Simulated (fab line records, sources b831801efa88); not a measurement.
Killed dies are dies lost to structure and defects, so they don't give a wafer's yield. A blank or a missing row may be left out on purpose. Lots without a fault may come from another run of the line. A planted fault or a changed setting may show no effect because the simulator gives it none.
fab line records | flow gf180mcu
record lots=24 wafers=72 last_day=34
route steps=602 shown M3@424 V3@434 M5@534 V5@556 TOP_METAL@583
lots that met no fault: from a run of the same line without faults
start_h: hours from the record's first day to the start of the lot's first wafer shown | wait_h: hours since the lot's step before | " the same as in the row above | L1.1+2: a row that stands for several wafers | - no value, or no start given | * or withheld: withheld | < > ~ a bound
route shown NAME@n: a module of which the file shows steps, and the number in the route of the first | usual: mean/standard deviation of fault-free wafers | same: alike in all rows | chamber/n: place in a boat | sites: the reading at each site | _std_site: their standard deviation | _edge_site: outer sites' mean less inner sites' | radius_mm: how far each site lies from the wafer's centre | mask NAME#n: copy n | behind: the tool/chamber that last shaped the wafer | hold: why the lot was held/for how many hours/how that ended | device: the transistor (n, p or np) that didn't switch | end of line: the same wafers' tests at the end of the route | a step without rows: its recipe alone | killed: dies lost to structure and defects at the first sort, not the wafer's yield | map: a wafer's dies, x killed, . not, _ none there
set.NAME: the setting as run; set.NAME@STEP: as run at that earlier step | model.NAME: the simulator's own value behind a step, which no gauge read
steps of the route over a sample of lots; a table a step, a row a wafer
services: from which hour (start_h, from the record's first day; less than 0 if before it) a tool's chamber was out of use, for how many hours, and why
## steps
# step GF_M3_OVL_MEAS_15
# usual M3_OVL=2/6.1
# columns lot.wafer tool chamber start_h wait_h M3_OVL[nm]
L074.3 overlay-01 - 489.38 0.1 6
L074.4 " - " " 3
L074.6 " - " " 2
L075.1 overlay-02 - 499.65 0.1 5
L075.2 " - " " 13
L075.4 " - " " 13
L076.1 overlay-01 - 512.80 0.1 -10
L076.3 " - " " -1
L076.4 " - " " -2
L077.1 overlay-02 - 522.35 0.1 7
L077.2 " - " " 1
L077.6 " - " " 6
L079.1 overlay-01 - 533.85 0.1 -3
L079.2 " - " " -7
L079.4 " - " " -6
L078.2 overlay-01 - 537.37 0.1 1
L078.4 " - " " -4
L078.5 " - " " 3
L080.1 overlay-02 - 547.80 0.1 9
L080.2 " - " " 5
L080.5 " - " " 5
L081.1 overlay-01 - 551.95 0.1 -6
L081.5 " - " " -4
L081.6 " - " " -3
L082.1 overlay-01 - 555.90 0.1 17
L082.4 " - " " 13
L082.5 " - " " 16
L083.2 overlay-02 - 564.81 0.1 9
L083.4 " - " " 2
L083.6 " - " " 13
L084.3 overlay-02 - 578.11 0.1 -2
L084.4 " - " " 1
L084.6 " - " " -11
L085.4 overlay-02 - 586.62 0.1 2
L085.5 " - " " 4
L085.6 " - " " 1
L086.2 overlay-02 - 589.80 0.1 -3
L086.5 " - " " 6
L086.6 " - " " 1
L087.2 overlay-01 - 601.01 0.1 3
L087.3 " - " " 4
L087.5 " - " " -2
L088.1 overlay-01 - 608.31 0.1 5
L088.4 " - " " 9
L088.6 " - " " 5
L089.1 overlay-01 - 613.52 0.1 4
L089.2 " - " " 5
L089.4 " - " " 10
L090.2 overlay-02 - 620.43 0.1 1
L090.5 " - " " 0
L090.6 " - " " 5
L091.2 overlay-01 - 633.28 0.1 4
L091.4 " - " " 4
L091.5 " - " " -5
L092.1 overlay-01 - 636.75 0.1 -4
L092.5 " - " " -1
L092.6 " - " " 0
L093.2 overlay-02 - 643.43 0.1 -2
L093.3 " - " " -8
L093.5 " - " " 0
L094.3 overlay-01 - 650.51 0.1 4
L094.4 " - " " -2
L094.5 " - " " 11
L095.1 overlay-01 - 657.17 0.1 -3
L095.2 " - " " 7
L095.4 " - " " -2
L096.1 overlay-01 - 668.27 0.1 -5
L096.2 " - " " -8
L096.6 " - " " -9
L097.2 overlay-01 - 673.60 0.1 12
L097.3 " - " " 21
L097.5 " - " " 9
# step GF_V3_BOW_MEAS_05
# recipe mode=bow
# usual V3_BOW=115/9.3
# columns lot.wafer tool chamber start_h wait_h V3_BOW[um]
L074.3 film_metro-02 - 491.07 0.2 139
L074.4 " - " " 124
L074.6 " - " " 121
L075.1 film_metro-03 - 500.94 0.2 118
L075.2 " - " " 109
L075.4 " - " " 120
L076.1 film_metro-02 - 514.06 0.1 119
L076.3 " - " " 118
L076.4 " - " " 111
L077.1 film_metro-03 - 523.61 0.1 125
L077.2 " - " " 128
L077.6 " - " " 105
L079.1 film_metro-02 - 535.14 0.1 127
L079.2 " - " " 112
L079.4 " - " " 137
L078.2 film_metro-01 - 538.65 0.2 128
L078.4 " - " " 129
L078.5 " - " " 124
L080.1 film_metro-01 - 549.06 0.2 105
L080.2 " - " " 121
L080.5 " - " " 119
L081.1 film_metro-01 - 553.21 0.2 103
L081.5 " - " " 95
L081.6 " - " " 103
L082.1 film_metro-03 - 557.17 0.1 101
L082.4 " - " " 107
L082.5 " - " " 108
L083.2 film_metro-03 - 566.25 0.3 108
L083.4 " - " " 96
L083.6 " - " " 108
L084.3 film_metro-01 - 579.53 0.2 92
L084.4 " - " " 113
L084.6 " - " " 114
L085.4 film_metro-03 - 587.92 0.2 112
L085.5 " - " " 131
L085.6 " - " " 123
L086.2 film_metro-01 - 591.36 0.3 95
L086.5 " - " " 102
L086.6 " - " " 109
L087.2 film_metro-01 - 602.28 0.3 108
L087.3 " - " " 107
L087.5 " - " " 114
L088.1 film_metro-01 - 609.57 0.1 100
L088.4 " - " " 110
L088.6 " - " " 116
L089.1 film_metro-02 - 614.81 0.2 114
L089.2 " - " " 115
L089.4 " - " " 110
L090.2 film_metro-03 - 621.71 0.1 120
L090.5 " - " " 115
L090.6 " - " " 113
L091.2 film_metro-02 - 634.55 0.2 115
L091.4 " - " " 108
L091.5 " - " " 113
L092.1 film_metro-02 - 638.10 0.1 126
L092.5 " - " " 125
L092.6 " - " " 119
L093.2 film_metro-03 - 645.06 0.2 117
L093.3 " - " " 130
L093.5 " - " " 123
L094.3 film_metro-03 - 651.80 0.3 116
L094.4 " - " " 121
L094.5 " - " " 123
L095.1 film_metro-01 - 658.44 0.2 121
L095.2 " - " " 114
L095.4 " - " " 111
L096.1 film_metro-03 - 669.87 0.2 111
L096.2 " - " " 100
L096.6 " - " " 111
L097.2 film_metro-02 - 674.88 0.1 124
L097.3 " - " " 111
L097.5 " - " " 119
# step GF_V3_STRIP_18
# recipe chemistry=O2/N2 power_w=1400 pressure_mtorr=1500 platen_temp_c=250 o2_flow_sccm=3000 n2_flow_sccm=300 overash_fraction=0.5
# usual drypump_motor_current_A=5.7/0.44 heater_power_w=313/26 oes_product_au=0.592/0.0048
# columns lot.wafer tool chamber start_h wait_h drypump_motor_current_A heater_power_w oes_product_au rf_hours_counter_h
L074.3 plasma_asher-01 1 514.70 - 5.3 290 0.595 -
L074.4 " 0 " " 5.2 323 0.596 -
L074.6 " 1 " " 5.3 288 0.595 -
L075.1 plasma_asher-02 0 524.46 - 6.4 314 0.599 73
L075.2 " 1 " " 6.2 272 0.591 73
L075.4 " 1 " " 6.2 276 0.590 -
L076.1 plasma_asher-01 1 537.89 - 5.2 283 0.597 43
L076.3 " 1 " " 5.2 293 0.594 -
L076.4 " 0 " " 5.2 320 0.596 -
L077.1 plasma_asher-04 0 546.32 - 5.7 334 0.594 95
L077.2 " 1 " " 5.5 339 0.595 95
L077.6 " 0 " " 5.7 329 0.584 -
L079.1 plasma_asher-01 0 557.31 - 5.2 306 0.595 44
L079.2 " 1 " " 5.3 289 0.578 44
L079.4 " 1 " " 5.3 289 0.593 -
L078.2 plasma_asher-01 0 561.12 - 5.2 310 0.588 45
L078.4 " 1 " " 5.3 289 0.588 -
L078.5 " 0 " " 5.2 323 0.593 -
L080.1 plasma_asher-02 1 571.66 - 6.2 276 0.590 78
L080.2 " 0 " " 6.4 325 0.581 78
L080.5 " 1 " " 6.2 274 0.599 -
L081.1 plasma_asher-02 1 574.86 - 6.2 272 0.604 78
L081.5 " 1 " " 6.2 273 0.591 -
L081.6 " 0 " " 6.4 314 0.585 -
L082.1 plasma_asher-04 0 579.86 - 5.7 332 0.592 97
L082.4 " 0 " " 5.7 326 0.591 -
L082.5 " 0 " " 5.7 324 0.592 -
L083.2 plasma_asher-04 1 588.66 - 5.5 341 0.592 99
L083.4 " 1 " " 5.5 355 0.599 -
L083.6 " 0 " " 5.7 332 0.593 -
L084.3 plasma_asher-02 1 601.10 - 6.2 268 0.597 -
L084.4 " 0 " " 6.5 317 0.591 -
L084.6 " 0 " " 6.4 320 0.588 -
L085.4 plasma_asher-01 1 609.69 - 5.2 291 0.591 -
L085.5 " 0 " " 5.2 322 0.600 -
L085.6 " 1 " " 5.3 287 0.585 -
L086.2 plasma_asher-04 1 612.57 - 5.5 350 0.592 102
L086.5 " 1 " " 5.5 343 0.595 -
L086.6 " 0 " " 5.7 335 0.597 -
L087.2 plasma_asher-01 1 623.52 - 5.3 285 0.600 51
L087.3 " 0 " " 5.3 315 0.600 -
L087.5 " 1 " " 5.3 289 0.593 -
L088.1 plasma_asher-02 0 630.51 - 6.4 327 0.589 84
L088.4 " 1 " " 6.2 278 0.594 -
L088.6 " 1 " " 6.2 273 0.598 -
L089.1 plasma_asher-04 1 635.01 - 5.5 352 0.593 104
L089.2 " 0 " " 5.7 336 0.596 104
L089.4 " 1 " " 5.5 352 0.596 -
L090.2 plasma_asher-02 0 641.81 - 6.4 319 0.596 85
L090.5 " 1 " " 6.1 271 0.598 -
L090.6 " 0 " " 6.5 312 0.594 -
L091.2 plasma_asher-04 0 654.68 - 5.7 329 0.588 106
L091.4 " 0 " " 5.7 325 0.590 -
L091.5 " 1 " " 5.5 351 0.596 -
L092.1 plasma_asher-02 1 658.27 - 6.2 271 0.599 87
L092.5 " 1 " " 6.2 273 0.596 -
L092.6 " 0 " " 6.4 319 0.590 -
L093.2 plasma_asher-04 0 665.11 - 5.7 331 0.594 107
L093.3 " 0 " " 5.7 331 0.595 -
L093.5 " 0 " " 5.7 337 0.598 -
L094.3 plasma_asher-04 0 671.54 - 5.7 319 0.593 -
L094.4 " 1 " " 5.5 349 0.589 -
L094.5 " 1 " " 5.5 342 0.587 -
L095.1 plasma_asher-01 0 677.91 - 5.2 321 0.594 57
L095.2 " 1 " " 5.3 280 0.594 57
L095.4 " 1 " " 5.3 283 0.587 -
L096.1 plasma_asher-04 0 689.91 - 5.7 331 0.587 109
L096.2 " 1 " " 5.5 355 0.592 109
L096.6 " 0 " " 5.7 330 0.589 -
L097.2 plasma_asher-02 0 694.01 - 6.4 326 0.592 89
L097.3 " 1 " " 6.2 266 0.592 -
L097.5 " 1 " " 6.2 268 0.587 -
# step GF_M5_OVL_MEAS_08
# usual M5_OVL=-1/7
# columns lot.wafer tool chamber start_h wait_h M5_OVL[nm]
L074.3 overlay-02 - 609.15 0.1 -2
L074.4 " - " " 3
L074.6 " - " " 0
L075.1 overlay-02 - 616.45 0.1 4
L075.2 " - " " 1
L075.4 " - " " 4
L076.1 overlay-01 - 628.40 0.1 4
L076.3 " - " " 5
L076.4 " - " " 14
L077.1 overlay-01 - 636.04 0.1 -12
L077.2 " - " " -3
L077.6 " - " " -4
L079.1 overlay-02 - 646.05 0.1 7
L079.2 " - " " 2
L079.4 " - " " 0
L078.2 overlay-02 - 651.15 0.1 2
L078.4 " - " " -6
L078.5 " - " " -4
L080.1 overlay-01 - 659.45 0.1 -15
L080.2 " - " " -1
L080.5 " - " " -8
L081.1 overlay-01 - 662.40 0.1 -10
L081.5 " - " " -7
L081.6 " - " " -2
L082.1 overlay-02 - 667.69 0.1 -2
L082.4 " - " " -4
L082.5 " - " " -6
L083.2 overlay-01 - 674.85 0.1 -7
L083.4 " - " " -8
L083.6 " - " " -5
L084.3 overlay-01 - 685.66 0.1 1
L084.4 " - " " 8
L084.6 " - " " 0
L085.4 overlay-01 - 693.16 0.1 -1
L085.5 " - " " -4
L085.6 " - " " 1
L086.2 overlay-02 - 695.75 0.1 1
L086.5 " - " " 2
L086.6 " - " " 1
L087.2 overlay-02 - 704.90 0.1 4
L087.3 " - " " -5
L087.5 " - " " -11
L088.1 overlay-02 - 713.09 0.1 -7
L088.4 " - " " -8
L088.6 " - " " -3
L089.1 overlay-02 - 716.30 0.1 1
L089.2 " - " " 5
L089.4 " - " " 4
L090.2 overlay-01 - 723.10 0.1 3
L090.5 " - " " 9
L090.6 " - " " 0
L091.2 overlay-01 - 733.96 0.1 0
L091.4 " - " " 7
L091.5 " - " " -1
L092.1 overlay-01 - 737.20 0.1 11
L092.5 " - " " 2
L092.6 " - " " 12
L093.2 overlay-01 - 744.06 0.1 10
L093.3 " - " " 9
L093.5 " - " " 14
L094.3 overlay-01 - 748.76 0.1 0
L094.4 " - " " -15
L094.5 " - " " -3
L095.1 overlay-01 - 754.40 0.1 -2
L095.2 " - " " -8
L095.4 " - " " -7
L096.1 overlay-01 - 766.74 0.1 1
L096.2 " - " " -9
L096.6 " - " " -10
L097.2 overlay-02 - 769.30 0.1 -1
L097.3 " - " " -3
L097.5 " - " " 0
# step GF_V5_ETCH_16
# recipe chemistry=N2/H2 target_depth_a=withheld overetch_a=withheld time_s=withheld target=BARC ion_energy_ev=200 source_w=500 bias_w=100 pressure_mtorr=30 n2_flow_sccm=100 h2_flow_sccm=200
# usual bias_w=100.1/0.31 drypump_motor_current_A=6.0/0.4 oes_product_au=0.855/0.0046 throttle_valve_pct=13.224/0.01
# columns lot.wafer tool chamber start_h wait_h bias_w drypump_motor_current_A oes_product_au throttle_valve_pct
L074.3 rie_diel-03 3 630.73 0.0 99.9 6.1 0.859 13.220
L074.4 " 2 " " 99.9 6.5 0.856 13.236
L074.6 " 3 " " 100.2 6.1 0.859 13.235
L075.1 rie_diel-03 0 638.08 0.0 100.4 5.7 0.850 13.204
L075.2 " 3 " " 99.7 6.1 0.862 13.239
L075.4 " 2 " " 100.5 6.4 0.858 13.216
L076.1 rie_diel-01 1 649.61 0.0 99.2 5.9 0.855 13.232
L076.3 " 0 " " 100.0 6.3 0.854 13.225
L076.4 " 2 " " 99.8 5.4 0.860 13.215
L077.1 rie_diel-03 1 657.28 0.0 99.8 6.5 0.854 13.230
L077.2 " 2 " " 99.9 6.5 0.856 13.224
L077.6 " 1 " " 100.1 6.5 0.855 13.241
L079.1 rie_diel-02 1 667.38 0.0 99.9 6.1 0.856 13.222
L079.2 " 0 " " 99.4 5.3 0.854 13.219
L079.4 " 2 " " 99.6 5.7 0.855 13.215
L078.2 rie_diel-03 3 672.13 0.0 99.9 6.1 0.866 13.211
L078.4 " 1 " " 100.4 6.5 0.850 13.239
L078.5 " 3 " " 100.0 6.1 0.861 13.216
L080.1 rie_diel-03 3 680.43 0.0 100.0 6.1 0.849 13.223
L080.2 " 2 " " 99.8 6.5 0.862 13.224
L080.5 " 2 " " 99.9 6.5 0.852 13.223
L081.1 rie_diel-03 1 682.85 0.0 100.4 6.6 0.864 13.207
L081.5 " 3 " " 100.2 6.2 0.856 13.229
L081.6 " 2 " " 100.2 6.4 0.854 13.216
L082.1 rie_diel-02 0 688.60 0.0 100.1 5.3 0.856 13.223
L082.4 " 3 " " 99.8 5.5 0.849 13.225
L082.5 " 2 " " 100.3 5.7 0.854 13.229
L083.2 rie_diel-02 3 695.08 0.0 99.9 5.5 0.846 13.242
L083.4 " 1 " " 99.9 6.1 0.852 13.229
L083.6 " 2 " " 100.1 5.7 0.850 13.218
L084.3 rie_diel-01 2 705.58 0.0 100.0 5.4 0.848 13.220
L084.4 " 3 " " 100.2 6.3 0.849 13.217
L084.6 " 0 " " 100.3 6.3 0.857 13.209
L085.4 rie_diel-02 2 713.45 0.0 99.8 5.7 0.858 13.209
L085.5 " 3 " " 100.0 5.5 0.850 13.225
L085.6 " 0 " " 100.7 5.3 0.853 13.223
L086.2 rie_diel-02 0 715.23 0.0 99.6 5.4 0.847 13.211
L086.5 " 2 " " 99.7 5.7 0.856 13.222
L086.6 " 1 " " 99.9 6.1 0.850 13.243
L087.2 rie_diel-01 1 724.43 0.0 99.8 5.9 0.856 13.241
L087.3 " 3 " " 99.7 6.3 0.857 13.226
L087.5 " 3 " " 99.9 6.3 0.854 13.240
L088.1 rie_diel-03 0 732.33 0.0 99.9 5.7 0.851 13.212
L088.4 " 3 " " 100.2 6.1 0.852 13.226
L088.6 " 1 " " 100.2 6.5 0.845 13.218
L089.1 rie_diel-01 1 735.13 0.0 99.9 5.9 0.856 13.230
L089.2 " 0 " " 100.0 6.3 0.855 13.217
L089.4 " 3 " " 99.9 6.3 0.859 13.232
L090.2 rie_diel-02 3 742.00 0.0 100.4 5.5 0.859 13.238
L090.5 " 1 " " 99.9 6.1 0.855 13.218
L090.6 " 2 " " 100.2 5.7 0.856 13.234
L091.2 rie_diel-03 0 752.33 0.0 100.5 5.7 0.853 13.212
L091.4 " 1 " " 99.9 6.5 0.857 13.218
L091.5 " 3 " " 100.2 6.1 0.857 13.223
L092.1 rie_diel-02 1 755.78 0.0 100.0 6.1 0.852 13.235
L092.5 " 1 " " 100.0 6.1 0.868 13.234
L092.6 " 2 " " 100.4 5.7 0.864 13.234
L093.2 rie_diel-01 2 762.03 0.0 99.7 5.4 0.855 13.210
L093.3 " 0 " " 100.3 6.3 0.851 13.230
L093.5 " 3 " " 100.0 6.3 0.857 13.208
L094.3 rie_diel-02 0 766.93 0.0 100.1 5.3 0.857 13.219
L094.4 " 1 " " 100.5 6.1 0.863 13.194
L094.5 " 0 " " 99.8 5.3 0.862 13.217
L095.1 rie_diel-03 1 772.03 0.0 99.7 6.5 0.852 13.213
L095.2 " 2 " " 99.6 6.5 0.862 13.227
L095.4 " 3 " " 100.3 6.1 0.848 13.218
L096.1 rie_diel-01 0 784.03 0.0 100.0 6.3 0.857 13.221
L096.2 " 1 " " 100.2 5.9 0.855 13.215
L096.6 " 1 " " 100.3 5.9 0.852 13.230
L097.2 rie_diel-03 2 786.78 0.0 100.6 6.5 0.853 13.246
L097.3 " 1 " " 100.3 6.5 0.855 13.227
L097.5 " 2 " " 99.8 6.4 0.854 13.226
# step GF_TOP_METAL_METAL_ETCH_16
# recipe chemistry=Cl2/BCl3 mask_material=NOVOLAK target_depth_nm=1197 stop_on=SiO2 pressure_mtorr=8 icp_w=800 bias_w=140 Cl2_flow_sccm=80 bcl3_flow_sccm=40 time_s=199.5
# usual bias_w=140.0/0.41 drypump_motor_current_A=5.4/0.32 mfc_cl2_sccm=79.98/0.28 oes_product_au=0.992/0.005 throttle_valve_pct=28.228/0.0093
# columns lot.wafer tool chamber start_h wait_h bias_w drypump_motor_current_A mfc_cl2_sccm oes_product_au rf_hours_counter_h throttle_valve_pct
L074.3 rie_metal-03 1 652.52 0.1 139.8 5.8 79.82 0.991 - 28.231
L074.4 " 0 " " 140.1 5.7 80.22 0.992 - 28.230
L074.6 " 0 " " 139.8 5.7 80.37 1.000 - 28.224
L075.1 rie_metal-03 1 660.35 0.0 140.3 5.8 80.38 0.995 3 28.213
L075.2 " 0 " " 139.8 5.8 79.81 0.989 14 28.232
L075.4 " 0 " " 140.0 5.8 79.63 0.988 - 28.222
L076.1 rie_metal-02 1 670.88 0.0 139.6 5.3 80.04 0.990 10 28.232
L076.3 " 1 " " 139.3 5.3 79.89 0.981 - 28.232
L076.4 " 0 " " 139.7 5.6 80.57 0.992 - 28.219
L077.1 rie_metal-03 1 678.05 0.0 140.3 5.8 79.58 0.990 4 28.227
L077.2 " 0 " " 140.1 5.8 79.60 0.988 15 28.239
L077.6 " 1 " " 140.8 5.8 79.55 0.991 - 28.229
L079.1 rie_metal-04 0 688.42 0.0 140.7 5.2 79.69 0.985 10 28.239
L079.2 " 1 " " 139.8 4.9 79.66 0.983 7 28.251
L079.4 " 1 " " 139.7 4.9 79.89 0.988 - 28.219
L078.2 rie_metal-04 0 692.49 0.0 140.0 5.2 80.04 0.992 10 28.221
L078.4 " 0 " " 140.2 5.2 79.92 0.993 - 28.232
L078.5 " 0 " " 139.6 5.2 79.99 0.992 - 28.226
L080.1 rie_metal-02 0 701.23 0.0 140.7 5.6 80.12 0.998 13 28.214
L080.2 " 1 " " 139.3 5.3 80.11 0.990 11 28.231
L080.5 " 0 " " 140.4 5.6 79.96 0.999 - 28.238
L081.1 rie_metal-04 0 702.73 0.0 139.6 5.2 79.74 0.997 10 28.223
L081.5 " 0 " " 139.8 5.2 79.96 0.997 - 28.229
L081.6 " 1 " " 140.1 4.9 80.00 0.985 - 28.236
L082.1 rie_metal-02 0 708.95 0.0 140.4 5.5 79.90 0.996 13 28.222
L082.4 " 1 " " 139.9 5.3 79.41 0.988 - 28.236
L082.5 " 0 " " 139.6 5.5 80.15 0.991 - 28.225
L083.2 rie_metal-04 1 714.63 0.0 139.8 4.9 79.68 0.983 8 28.225
L083.4 " 0 " " 140.1 5.2 79.96 0.991 - 28.210
L083.6 " 1 " " 139.7 4.9 79.81 0.985 - 28.222
L084.3 rie_metal-03 0 725.32 0.1 140.3 5.7 80.13 1.001 - 28.225
L084.4 " 1 " " 139.9 5.8 79.81 0.995 - 28.230
L084.6 " 1 " " 139.6 5.8 79.84 0.992 - 28.202
L085.4 rie_metal-02 0 732.69 0.1 139.8 5.5 80.43 0.997 - 28.220
L085.5 " 0 " " 140.5 5.6 80.31 0.995 - 28.229
L085.6 " 1 " " 139.6 5.3 80.32 0.989 - 28.215
L086.2 rie_metal-04 1 734.78 0.0 139.1 4.9 80.01 0.984 9 28.245
L086.5 " 1 " " 138.9 4.9 79.90 0.982 - 28.245
L086.6 " 0 " " 140.3 5.2 80.31 0.988 - 28.209
L087.2 rie_metal-03 1 743.08 0.0 139.8 5.8 80.71 0.999 7 28.235
L087.3 " 0 " " 139.8 5.7 79.69 0.998 - 28.230
L087.5 " 0 " " 140.0 5.8 79.74 0.994 - 28.232
L088.1 rie_metal-02 0 750.93 0.0 140.2 5.5 79.75 0.991 16 28.225
L088.4 " 0 " " 139.8 5.6 79.71 0.995 - 28.213
L088.6 " 0 " " 139.9 5.6 79.96 0.995 - 28.225
L089.1 rie_metal-04 1 753.34 0.0 141.1 4.9 80.05 0.996 10 28.244
L089.2 " 0 " " 139.4 5.2 80.03 0.988 13 28.233
L089.4 " 1 " " 140.9 4.9 80.05 0.980 - 28.242
L090.2 rie_metal-02 1 762.39 0.1 139.9 5.3 80.19 0.984 - 28.230
L090.5 " 1 " " 139.7 5.3 79.98 0.991 - 28.236
L090.6 " 1 " " 140.3 5.3 80.32 0.990 - 28.229
L091.2 rie_metal-03 0 770.38 0.0 140.2 5.8 79.69 1.000 3 28.207
L091.4 " 0 " " 139.9 5.7 79.83 0.999 - 28.224
L091.5 " 0 " " 140.6 5.8 79.62 0.995 - 28.222
L092.1 rie_metal-02 1 773.90 0.0 140.3 5.3 79.94 0.988 16 28.235
L092.5 " 1 " " 140.6 5.3 79.79 0.989 - 28.254
L092.6 " 1 " " 140.4 5.3 80.32 0.997 - 28.232
L093.2 rie_metal-03 0 778.95 0.0 140.1 5.8 80.47 0.998 3 28.221
L093.3 " 1 " " 140.0 5.8 79.78 0.999 - 28.231
L093.5 " 0 " " 139.6 5.7 80.29 0.996 - 28.213
L094.3 rie_metal-03 1 784.44 0.1 139.8 5.8 79.54 0.998 - 28.214
L094.4 " 0 " " 140.3 5.7 79.93 1.000 - 28.229
L094.5 " 1 " " 139.5 5.8 80.18 0.996 - 28.214
L095.1 rie_metal-04 1 789.73 0.0 139.7 4.9 79.93 0.988 12 28.238
L095.2 " 0 " " 139.1 5.2 79.85 0.988 15 28.216
L095.4 " 1 " " 139.5 4.9 79.76 0.986 - 28.228
L096.1 rie_metal-04 1 800.89 0.0 140.4 4.9 80.03 0.988 13 28.247
L096.2 " 0 " " 140.8 5.2 79.41 0.991 15 28.221
L096.6 " 1 " " 140.1 4.9 79.89 0.994 - 28.232
L097.2 rie_metal-03 1 804.13 0.0 139.6 5.8 80.04 0.991 10 28.230
L097.3 " 1 " " 139.6 5.8 80.17 0.994 - 28.224
L097.5 " 0 " " 140.0 5.7 79.64 0.990 - 28.232
## services
# columns tool chamber start_h hours kind
rie_diel-02 2 495.72 12.5 repair
rie_diel-03 3 517.27 16.5 repair
rie_metal-02 0 550.97 5.4 repair
rie_diel-03 - 565.16 1.7 repair
plasma_asher-04 - 566.13 5.7 repair
rie_metal-03 - 571.90 2.6 repair
plasma_asher-01 - 584.18 6.5 repair
rie_metal-04 - 589.76 15.6 pm
rie_diel-03 2 632.37 4.5 repair
rie_diel-02 2 634.66 2.5 repair
rie_diel-03 1 641.10 5.1 repair
rie_metal-02 - 655.21 14.6 pm
plasma_asher-02 - 671.70 14.6 pm
rie_diel-03 0 672.02 5.7 repair
plasma_asher-04 - 672.08 14.6 pm
rie_metal-02 - 680.23 1.9 repair
plasma_asher-02 - 691.72 0.7 repair
rie_metal-03 1 699.02 1.0 repair
rie_diel-03 1 702.97 2.2 repair
rie_diel-03 2 717.07 4.1 repair
plasma_asher-04 - 733.75 9.0 pm
rie_metal-04 0 763.78 3.8 repair
rie_diel-03 0 784.52 3.1 repair
rie_diel-02 0 800.93 4.2 repair
## key
fault none
